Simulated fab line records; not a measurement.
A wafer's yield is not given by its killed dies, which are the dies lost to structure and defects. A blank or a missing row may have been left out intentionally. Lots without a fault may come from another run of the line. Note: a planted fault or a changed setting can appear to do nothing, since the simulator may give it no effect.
fab line records	flow sky130
[record] lots = 10	wafers = 30	last-day = 49
route steps=708 shown POLY_CUT@318 SD_P@331 RES_XHIGH@339 SD_N@356 PAD_OPEN@708
lots that met no fault: taken from a fault-free run of the same line
start-h: start of the lot's first displayed wafer, in hours after the record's first day	wait-h: how many hours have passed since the lot's step before this one	" same as the row above	L1.1+2: a single row standing in for several wafers	- either no value or no given start	* or withheld: withheld	< > ~ a bound
route shown NAME@n: names a module that has steps shown in the file, with the first one's number in the route	usual: mean and standard deviation over wafers with no fault	same: alike in all rows	chamber/n: place in a boat	sites: readings site by site	_std_site: how widely they spread, as a standard deviation	_edge_site: inner sites' mean taken away from outer sites' mean	radius-mm: for every site, how far away it sits from the centre of the wafer	mask NAME#n: copy n	behind: the most recent tool/chamber to have shaped the wafer	hold: the reason the lot was held/the length of the hold in hours/how it ended	device: whichever transistor did not switch (one of n, p or np)	end of line: the same wafers' tests at the end of the route	a step given without rows: its recipe and nothing more	killed: dies that structure and defects cost at the first sort, which is not the same as the wafer's yield	map: per-die view of a wafer (x killed, . not killed, _ where there is no die)
set.NAME: setting as actually run; set.NAME@STEP: the setting as run at that earlier step	model.NAME: the simulator's own value behind a step, which no gauge read
steps of the route over a sample of lots; a table a step, a row a wafer
services: the hour from which a tool's chamber was out of use, counted from the record's first day as start-h (under 0 if before that day), plus the number of hours and why
[[steps]]
[step SKY_POLY_CUT_ETCH_11]
[recipe] target = Si3N4	chemistry = CF4/CH2F2/Ar	stop-on = poly-Si	source-w = 600	bias-w = 150	pressure-mtorr = 40	cf4-flow-sccm = 40	ch2f2-flow-sccm = 20	Ar_flow_sccm = 150	time-s = 42.5	target-depth-a = 600
[usual] ch2f2-flow-sccm = 19.99/0.056	drypump-motor-current-A = 5.8/0.42	oes-product-au = 0.826/0.0057	rf-fwd-power-W = 593.9/2.2	throttle-valve-pct = 14.994/0.0088
lot.wafer	tool	chamber	start-h	wait-h	ch2f2-flow-sccm	drypump-motor-current-A	oes-product-au	rf-fwd-power-W	rf-hours-counter-h	throttle-valve-pct
L479.2	rie-diel-04	3	569.29	0.0	19.97	5.4	0.835	593.5	18	14.990
L479.3	"	1	"	"	20.05	5.2	0.828	594.2	66	14.996
L479.5	"	2	"	"	19.99	5.6	0.818	595.7	-	14.993
L480.2	rie-diel-04	3	574.07	0.0	20.03	5.5	0.821	589.2	18	14.996
L480.4	"	3	"	"	20.07	5.4	0.816	589.9	-	15.002
L480.6	"	3	"	"	20.06	5.5	0.822	588.6	-	15.000
L483.2	rie-diel-04	0	598.94	0.0	20.03	4.8	0.829	594.5	11	15.001
L483.3	"	3	"	"	19.91	5.5	0.828	589.4	19	14.988
L483.5	"	1	"	"	20.03	5.1	0.825	592.3	-	14.993
L484.1	rie-diel-03	3	609.04	0.0	19.90	5.7	0.833	596.2	5	14.990
L484.4	"	0	"	"	20.02	6.6	0.822	595.8	6	14.998
L484.5	"	1	"	"	20.13	6.3	0.819	597.3	-	14.996
L487.1	rie-diel-01	3	633.34	0.0	20.07	5.9	0.834	594.5	23	14.979
L487.3	"	2	"	"	20.06	6.0	0.831	593.1	4	14.976
L487.5	"	2	"	"	19.96	6.0	0.828	592.4	-	14.985
L491.1	rie-diel-03	3	672.13	0.0	20.04	5.6	0.814	593.6	6	14.999
L491.2	"	1	"	"	19.88	6.2	0.820	593.5	2	15.004
L491.3	"	0	"	"	19.97	6.6	0.819	593.2	7	15.003
L492.1	rie-diel-01	2	675.58	0.0	19.99	6.0	0.822	592.0	4	14.992
L492.4	"	3	"	"	19.97	5.9	0.827	592.6	24	14.975
L492.6	"	1	"	"	20.12	5.3	0.826	595.4	-	14.994
L495.1	rie-diel-03	2	701.58	0.0	20.07	6.0	0.834	594.1	21	14.988
L495.2	"	0	"	"	20.04	6.6	0.821	592.0	8	14.993
L495.3	"	3	"	"	20.11	5.7	0.827	594.5	7	14.989
L496.2	rie-diel-03	1	706.73	0.0	19.91	6.3	0.829	597.7	3	15.008
L496.3	"	2	"	"	20.04	6.0	0.822	594.4	21	14.986
L496.5	"	1	"	"	19.97	6.2	0.818	595.5	-	14.990
L497.1	rie-diel-01	0	711.69	0.0	20.05	5.8	0.822	595.3	6	14.987
L497.2	"	2	"	"	19.93	6.0	0.826	594.8	5	14.988
L497.3	"	3	"	"	19.94	6.0	0.827	594.6	25	15.002
[step SKY_SD_P_TW_MEAS_11]
[usual] SD_P_TW = 2840/20
lot.wafer	tool	chamber	start-h	wait-h	SD_P_TW
L479.2	film-metro-04	-	599.25	0.1	2875
L479.3	"	-	"	"	2887
L479.5	"	-	"	"	2866
L480.2	film-metro-01	-	604.70	0.1	2823
L480.4	"	-	"	"	2824
L480.6	"	-	"	"	2832
L483.2	film-metro-04	-	628.60	0.1	2855
L483.3	"	-	"	"	2852
L483.5	"	-	"	"	2843
L484.1	film-metro-04	-	638.69	0.1	2846
L484.4	"	-	"	"	2849
L484.5	"	-	"	"	2852
L487.1	film-metro-02	-	662.79	0.1	2807
L487.3	"	-	"	"	2831
L487.5	"	-	"	"	2845
L491.1	film-metro-01	-	700.24	0.1	2830
L491.2	"	-	"	"	2830
L491.3	"	-	"	"	2838
L492.1	film-metro-02	-	703.84	0.1	2810
L492.4	"	-	"	"	2818
L492.6	"	-	"	"	2819
L495.1	film-metro-02	-	730.29	0.1	2822
L495.2	"	-	"	"	2844
L495.3	"	-	"	"	2841
L496.2	film-metro-01	-	735.35	0.1	2834
L496.3	"	-	"	"	2851
L496.5	"	-	"	"	2841
L497.1	film-metro-02	-	739.29	0.1	2832
L497.2	"	-	"	"	2836
L497.3	"	-	"	"	2823
[step SKY_RES_XHIGH_IMPLANT_07]
[recipe] species = BF2	energy-kev = 20	dose-cm2 = 3.6e+14	tilt-deg = 0
[usual] beam-on-s = 38.8/2.7	dose-ions-cm2 = 3.6e+14/3.9e+11
lot.wafer	tool	chamber	start-h	wait-h	beam-on-s	dose-ions-cm2
L479.2	implanter-04	0	628.67	0.1	37.2	3.603e+14
L479.3	"	0	"	"	36.7	3.606e+14
L479.5	"	0	"	"	35.8	3.602e+14
L480.2	implanter-04	0	634.56	0.1	37.1	3.594e+14
L480.4	"	0	"	"	37.3	3.598e+14
L480.6	"	0	"	"	36.4	3.596e+14
L483.2	implanter-01	0	657.91	0.1	41.8	3.605e+14
L483.3	"	0	"	"	43.3	3.599e+14
L483.5	"	0	"	"	41.4	3.601e+14
L484.1	implanter-02	0	666.54	0.1	42.3	3.599e+14
L484.4	"	0	"	"	42.0	3.6e+14
L484.5	"	0	"	"	42.8	3.598e+14
L487.1	implanter-04	0	690.40	0.1	36.6	3.599e+14
L487.3	"	0	"	"	36.2	3.602e+14
L487.5	"	0	"	"	36.6	3.597e+14
L491.1	implanter-04	0	728.15	0.1	37.1	3.602e+14
L491.2	"	0	"	"	35.8	3.6e+14
L491.3	"	0	"	"	35.2	3.602e+14
L492.1	implanter-01	0	731.93	0.1	42.3	3.601e+14
L492.4	"	0	"	"	40.0	3.597e+14
L492.6	"	0	"	"	41.1	3.604e+14
L495.1	implanter-04	0	757.23	0.2	60.7	6.183e+14
L495.2	"	0	"	"	61.8	6.187e+14
L495.3	"	0	"	"	61.7	6.189e+14
L496.2	implanter-04	0	762.70	0.1	61.1	6.184e+14
L496.3	"	0	"	"	60.6	6.194e+14
L496.5	"	0	"	"	63.3	6.188e+14
L497.1	implanter-04	0	766.00	0.1	63.7	6.186e+14
L497.2	"	0	"	"	66.5	6.191e+14
L497.3	"	0	"	"	63.1	6.191e+14
[step SKY_RES_XHIGH_STRIP_08]
[recipe] chemistry = O2/N2	power-w = 1400	pressure-mtorr = 1500	platen-temp-c = withheld	o2-flow-sccm = 3000	n2-flow-sccm = 300	overash-fraction = 0.5
[usual] drypump-motor-current-A = 5.7/0.43	oes-product-au = 0.711/0.004	strip-time-to-endpoint-s = 14.27/0.042
lot.wafer	tool	chamber	start-h	wait-h	drypump-motor-current-A	oes-product-au	rf-hours-counter-h	strip-time-to-endpoint-s
L479.2	plasma-asher-03	0	628.80	0.1	5.3	0.712	77	14.32
L479.3	"	1	"	"	5.2	0.717	-	14.31
L479.5	"	0	"	"	5.3	0.713	-	14.33
L480.2	plasma-asher-02	1	634.69	0.1	6.4	0.722	95	14.29
L480.4	"	0	"	"	5.6	0.707	-	14.31
L480.6	"	1	"	"	6.4	0.706	-	14.30
L483.2	plasma-asher-03	1	658.04	0.1	5.2	0.709	80	14.28
L483.3	"	0	"	"	5.3	0.710	-	14.28
L483.5	"	0	"	"	5.3	0.710	-	14.28
L484.1	plasma-asher-03	0	666.69	0.1	5.3	0.709	81	14.33
L484.4	"	1	"	"	5.2	0.708	-	14.27
L484.5	"	0	"	"	5.3	0.707	-	14.25
L487.1	plasma-asher-02	1	690.55	0.1	6.4	0.718	101	14.26
L487.3	"	0	"	"	5.6	0.714	-	14.27
L487.5	"	0	"	"	5.6	0.715	-	14.29
L491.1	plasma-asher-02	1	728.30	0.1	6.4	0.711	105	14.24
L491.2	"	0	"	"	5.6	0.716	105	14.21
L491.3	"	0	"	"	5.7	0.714	-	14.23
L492.1	plasma-asher-04	1	732.08	0.1	5.7	0.705	58	14.30
L492.4	"	1	"	"	5.8	0.713	-	14.26
L492.6	"	0	"	"	5.7	0.713	-	14.24
L495.1	plasma-asher-02	0	757.38	0.1	5.6	0.694	1	14.83
L495.2	"	1	"	"	6.4	0.689	1	14.80
L495.3	"	0	"	"	5.6	0.695	-	14.81
L496.2	plasma-asher-02	0	762.83	0.1	5.6	0.694	2	14.93
L496.3	"	1	"	"	6.4	0.689	-	14.87
L496.5	"	1	"	"	6.4	0.696	-	14.92
L497.1	plasma-asher-03	1	766.15	0.1	5.2	0.687	91	14.87
L497.2	"	0	"	"	5.3	0.689	91	14.86
L497.3	"	0	"	"	5.3	0.691	-	14.88
[step SKY_RES_XHIGH_TW_MEAS_09]
[usual] RES_XHIGH_TW = 1644/9
lot.wafer	tool	chamber	start-h	wait-h	RES_XHIGH_TW
L479.2	film-metro-02	-	628.91	0.1	1649
L479.3	"	-	"	"	1647
L479.5	"	-	"	"	1649
L480.2	film-metro-01	-	634.80	0.1	1642
L480.4	"	-	"	"	1650
L480.6	"	-	"	"	1642
L483.2	film-metro-01	-	658.15	0.1	1647
L483.3	"	-	"	"	1641
L483.5	"	-	"	"	1643
L484.1	film-metro-02	-	666.79	0.1	1647
L484.4	"	-	"	"	1653
L484.5	"	-	"	"	1634
L487.1	film-metro-02	-	690.65	0.1	1639
L487.3	"	-	"	"	1636
L487.5	"	-	"	"	1639
L491.1	film-metro-01	-	728.40	0.1	1645
L491.2	"	-	"	"	1647
L491.3	"	-	"	"	1642
L492.1	film-metro-02	-	732.18	0.1	1653
L492.4	"	-	"	"	1635
L492.6	"	-	"	"	1650
L495.1	film-metro-04	-	757.48	0.1	1950
L495.2	"	-	"	"	1935
L495.3	"	-	"	"	1944
L496.2	film-metro-02	-	762.94	0.1	1930
L496.3	"	-	"	"	1918
L496.5	"	-	"	"	1936
L497.1	film-metro-01	-	766.25	0.1	1931
L497.2	"	-	"	"	1932
L497.3	"	-	"	"	1934
[step SKY_SD_N_RTA_14]
[recipe] temp-c = 1075	time-s = 2	idle-temp-c = 650	ramp-up-c-per-s = 150	ramp-down-c-per-s = 90	ambient = N2
[usual] lamp-power-pct = 15.73/0.05	wafer_temp_C_max = 1078.0/1.3
lot.wafer	tool	chamber	start-h	wait-h	lamp-power-pct	wafer_temp_C_max
L479.2	rtp-anneal-02	0	658.26	0.0	15.71	1076.3
L479.3	"	0	"	"	15.80	1078.3
L479.5	"	0	"	"	15.68	1078.1
L480.2	rtp-anneal-01	0	663.48	0.0	15.71	1076.6
L480.4	"	0	"	"	15.69	1079.1
L480.6	"	0	"	"	15.78	1076.7
L483.2	rtp-anneal-02	0	685.86	0.0	15.76	1078.9
L483.3	"	0	"	"	15.66	1077.5
L483.5	"	0	"	"	15.71	1078.2
L484.1	rtp-anneal-01	0	695.45	0.0	15.69	1076.0
L484.4	"	0	"	"	15.64	1078.2
L484.5	"	0	"	"	15.71	1077.1
L487.1	rtp-anneal-02	0	719.51	0.0	15.76	1076.7
L487.3	"	0	"	"	15.71	1080.1
L487.5	"	0	"	"	15.68	1078.5
L491.1	rtp-anneal-02	0	756.65	0.0	15.71	1078.3
L491.2	"	0	"	"	15.70	1079.1
L491.3	"	0	"	"	15.71	1080.3
L492.1	rtp-anneal-01	0	760.30	0.0	15.71	1076.9
L492.4	"	0	"	"	15.73	1078.3
L492.6	"	0	"	"	15.78	1079.3
L495.1	rtp-anneal-02	0	784.55	0.0	15.79	1078.1
L495.2	"	0	"	"	15.72	1076.9
L495.3	"	0	"	"	15.73	1078.7
L496.2	rtp-anneal-01	0	789.63	0.0	15.70	1078.2
L496.3	"	0	"	"	15.70	1077.9
L496.5	"	0	"	"	15.80	1077.4
L497.1	rtp-anneal-02	0	792.91	0.0	15.69	1077.8
L497.2	"	0	"	"	15.69	1076.8
L497.3	"	0	"	"	15.71	1079.4
[step SKY_SD_N_RS_MEAS_18]
[recipe] thk-meas-gauge = four-point-probe
[usual] RES_XHIGH_RS = 333.4/1.1
lot.wafer	tool	chamber	start-h	wait-h	RES_XHIGH_RS[ohm/sq]
L479.2	film-metro-04	-	658.69	0.1	332.6
L479.3	"	-	"	"	333.3
L479.5	"	-	"	"	332.3
L480.2	film-metro-02	-	663.95	0.1	333.7
L480.4	"	-	"	"	333.8
L480.6	"	-	"	"	333.8
L483.2	film-metro-02	-	686.29	0.1	333.7
L483.3	"	-	"	"	332.3
L483.5	"	-	"	"	333.1
L484.1	film-metro-01	-	695.87	0.1	333.3
L484.4	"	-	"	"	333.9
L484.5	"	-	"	"	333.1
L487.1	film-metro-04	-	719.93	0.1	331.9
L487.3	"	-	"	"	331.3
L487.5	"	-	"	"	331.0
L491.1	film-metro-01	-	757.07	0.1	332.7
L491.2	"	-	"	"	331.6
L491.3	"	-	"	"	331.3
L492.1	film-metro-02	-	760.72	0.1	331.8
L492.4	"	-	"	"	332.5
L492.6	"	-	"	"	332.3
L495.1	film-metro-04	-	784.97	0.1	221.2
L495.2	"	-	"	"	221.5
L495.3	"	-	"	"	221.9
L496.2	film-metro-02	-	790.05	0.1	221.9
L496.3	"	-	"	"	222.0
L496.5	"	-	"	"	222.3
L497.1	film-metro-02	-	793.33	0.1	221.5
L497.2	"	-	"	"	221.7
L497.3	"	-	"	"	221.4
[step SKY_PAD_OPEN_PROBE_99]
[usual] killed_at_M0_to_M3 = 43/8	killed_at_M4_up = 2.9/1.6	killed-at-contacts = 26/5.2	killed-at-front-end = 15/4.3	killed-at-other = 0.3/0.56	killed-dies = 87/10	killed-on-rim = 17/3.7	killed-open = 48/6.9	killed-short = 40/6.5
[same] gross-dies = 492	killed-at-back-side = 0
lot.wafer	tool	chamber	start-h	wait-h	killed_at_M0_to_M3	killed_at_M4_up	killed-at-contacts	killed-at-front-end	killed-at-other	killed-dies	killed-on-rim	killed-open	killed-short
L483.2	prober-01	-	1106.26	0.1	41	3	35	12	0	91	16	50	41
L483.3	prober-01	-	1106.31	0.2	50	2	26	17	0	95	26	48	47
L483.5	prober-01	-	1106.41	0.2	34	5	22	11	0	72	13	35	37
L495.1	prober-02	-	1171.62	0.1	34	2	25	16	0	77	10	50	27
L495.2	prober-02	-	1171.67	0.1	33	5	36	12	2	88	18	40	48
L495.3	prober-02	-	1171.72	0.2	44	2	27	13	0	86	9	49	37
L496.2	prober-01	-	1177.97	0.1	26	6	28	16	3	79	15	43	36
L496.3	prober-01	-	1178.02	0.2	59	2	27	17	0	105	23	60	45
L496.5	prober-01	-	1178.12	0.2	42	1	15	14	0	72	14	40	32
L497.1	prober-02	-	1178.15	0.1	31	1	27	18	1	78	16	35	43
L497.2	prober-02	-	1178.20	0.1	33	4	30	18	0	85	18	53	32
L497.3	prober-02	-	1178.25	0.2	28	3	29	15	0	75	14	43	32
// killed by level:class
L483.2 CONTACT:geometric-particle:open=12 LI_CONTACT:geometric-particle:open=12 VIA1:geometric-particle:open=9 METAL2:geometric-particle:short=8 CONTACT:geometric-particle:short=6 VIA2:geometric-particle:open=5 FIELD_ISO:geometric-particle:open=4 VIA3:geometric-particle:short=4
L483.3 VIA1:geometric-particle:short=10 METAL2:geometric-particle:short=10 LI_CONTACT:geometric-particle:open=9 CONTACT:geometric-particle:open=9 VIA1:geometric-particle:open=9 FIELD_ISO:geometric-particle:open=5 POLY_GATE:geometric-particle:short=4 VIA3:geometric-particle:open=4
L483.5 LI_CONTACT:geometric-particle:open=8 CONTACT:geometric-particle:open=7 VIA1:geometric-particle:open=7 METAL3:geometric-particle:short=6 FIELD_ISO:geometric-particle:short=5 VIA2:geometric-particle:open=5 CONTACT:geometric-particle:short=4 VIA1:geometric-particle:short=4
L495.1 LI_CONTACT:geometric-particle:open=10 CONTACT:geometric-particle:open=8 VIA1:geometric-particle:open=8 VIA2:geometric-particle:open=6 VIA3:geometric-particle:open=5 FIELD_ISO:geometric-particle:open=3 POLY_GATE:geometric-particle:open=3 METAL2:geometric-particle:short=3
L495.2 CONTACT:geometric-particle:open=15 CONTACT:geometric-particle:short=8 VIA1:geometric-particle:open=8 VIA1:geometric-particle:short=6 FIELD_ISO:geometric-particle:short=5 LOCAL_INTERCONNECT:geometric-particle:short=5 METAL2:geometric-particle:short=5 POLY_GATE:geometric-particle:short=4
L495.3 CONTACT:geometric-particle:open=12 VIA2:geometric-particle:open=9 VIA1:geometric-particle:open=7 LI_CONTACT:geometric-particle:open=6 LOCAL_INTERCONNECT:geometric-particle:short=5 VIA1:geometric-particle:short=5 VIA3:geometric-particle:short=5 METAL1:geometric-particle:short=4
L496.2 CONTACT:geometric-particle:open=14 CONTACT:geometric-particle:short=7 VIA1:geometric-particle:open=7 METAL2:geometric-particle:short=5 METAL4:geometric-particle:short=5 FIELD_ISO:geometric-particle:short=4 POLY_GATE:geometric-particle:open=4 LI_CONTACT:geometric-particle:open=4
L496.3 VIA3:geometric-particle:open=11 CONTACT:geometric-particle:open=11 VIA1:geometric-particle:open=10 VIA2:geometric-particle:open=8 METAL2:geometric-particle:short=8 POLY_GATE:geometric-particle:open=7 VIA2:geometric-particle:short=6 LI_CONTACT:geometric-particle:open=5
L496.5 VIA1:geometric-particle:open=13 CONTACT:geometric-particle:open=6 METAL2:geometric-particle:short=5 FIELD_ISO:geometric-particle:open=4 LI_CONTACT:geometric-particle:short=4 VIA2:geometric-particle:open=4 VIA3:geometric-particle:short=4 METAL1:geometric-particle:short=3
L497.1 CONTACT:geometric-particle:open=10 FIELD_ISO:geometric-particle:short=8 LI_CONTACT:geometric-particle:open=6 CONTACT:geometric-particle:short=6 VIA1:geometric-particle:open=6 FIELD_ISO:geometric-particle:open=4 VIA1:geometric-particle:short=4 METAL2:geometric-particle:short=4
L497.2 VIA1:geometric-particle:open=11 CONTACT:geometric-particle:short=9 LI_CONTACT:geometric-particle:open=8 POLY_GATE:geometric-particle:open=7 CONTACT:geometric-particle:open=7 METAL1:geometric-particle:short=4 VIA2:geometric-particle:open=4 POLY_GATE:geometric-particle:short=3
L497.3 CONTACT:geometric-particle:open=10 POLY_GATE:geometric-particle:short=8 LI_CONTACT:geometric-particle:open=8 VIA1:geometric-particle:open=7 VIA3:geometric-particle:open=7 LI_CONTACT:geometric-particle:short=5 CONTACT:geometric-particle:short=5 VIA2:geometric-particle:open=3
[[services]]
tool	chamber	start-h	hours	kind
rie-diel-03	0	547.43	4.6	repair
rie-diel-01	3	549.03	12.7	repair
rie-diel-04	0	568.09	12.7	repair
rie-diel-03	-	570.84	0.7	repair
rie-diel-04	1	573.96	1.5	repair
plasma-asher-03	-	587.34	13.0	repair
implanter-01	-	612.25	3.3	pm
plasma-asher-02	-	616.29	1.5	repair
rie-diel-01	3	622.41	1.3	repair
rie-diel-01	2	634.11	4.8	repair
implanter-04	-	635.18	2.4	repair
rie-diel-04	2	652.70	4.2	repair
implanter-01	-	653.19	0.6	repair
plasma-asher-03	-	670.19	0.3	repair
implanter-01	-	674.57	3.0	pm
rie-diel-03	-	675.55	14.6	pm
rie-diel-04	2	676.89	3.9	repair
implanter-01	-	698.36	3.8	repair
plasma-asher-03	-	705.41	2.8	pm
plasma-asher-02	-	733.75	9.0	pm
rie-diel-04	1	735.87	1.7	repair
rie-diel-03	-	738.83	0.2	repair
rie-diel-01	3	753.14	23.3	repair
rie-diel-03	0	770.53	9.1	repair
[[key]]
[first-sign] step = SKY_RES_XHIGH_IMPLANT_07	reading = dose-ions-cm2	direction = up	sigmas = 99+	usual = *	struck = *
[effect] step = SKY_RES_XHIGH_IMPLANT_07	reading = beam-on-s	direction = up	sigmas = 8.8	usual = 38.8	struck = 62.5
[effect] step = SKY_RES_XHIGH_STRIP_08	reading = strip-time-to-endpoint-s	direction = up	sigmas = 14	usual = *	struck = *
[effect] step = SKY_RES_XHIGH_TW_MEAS_09	reading = RES_XHIGH_TW	direction = up	sigmas = 32	usual = 1644	struck = 1935
[effect] step = SKY_SD_N_RS_MEAS_18	reading = RES_XHIGH_RS	direction = down	sigmas = 99+	usual = 333.4	struck = 221.7
met-at SKY_RES_XHIGH_IMPLANT_07
struck-lots L495,L496,L497
tester-left-out L495,L496,L497
not-acting-at SKY_POLY_CUT_ETCH_11,SKY_SD_P_TW_MEAS_11,SKY_SD_N_RTA_14
onset-between 728.15 757.23
[fault] kind = process-parameter-drift	tool = implanter-04	chamber = -	onset-h = 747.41	steps = SKY_RES_XHIGH_IMPLANT_07	channel = dose-cm2	offset = *	shape = step	end-h = 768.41	acts-in = *	stated = *
// tester-left-out: of these lots the tester's yield and bins aren't shown, on N5 and GAA mostly nor the transistor test; their killed dies are dies lost to structure and defects alone, not to doping, threshold or leakage, so they don't give the yield
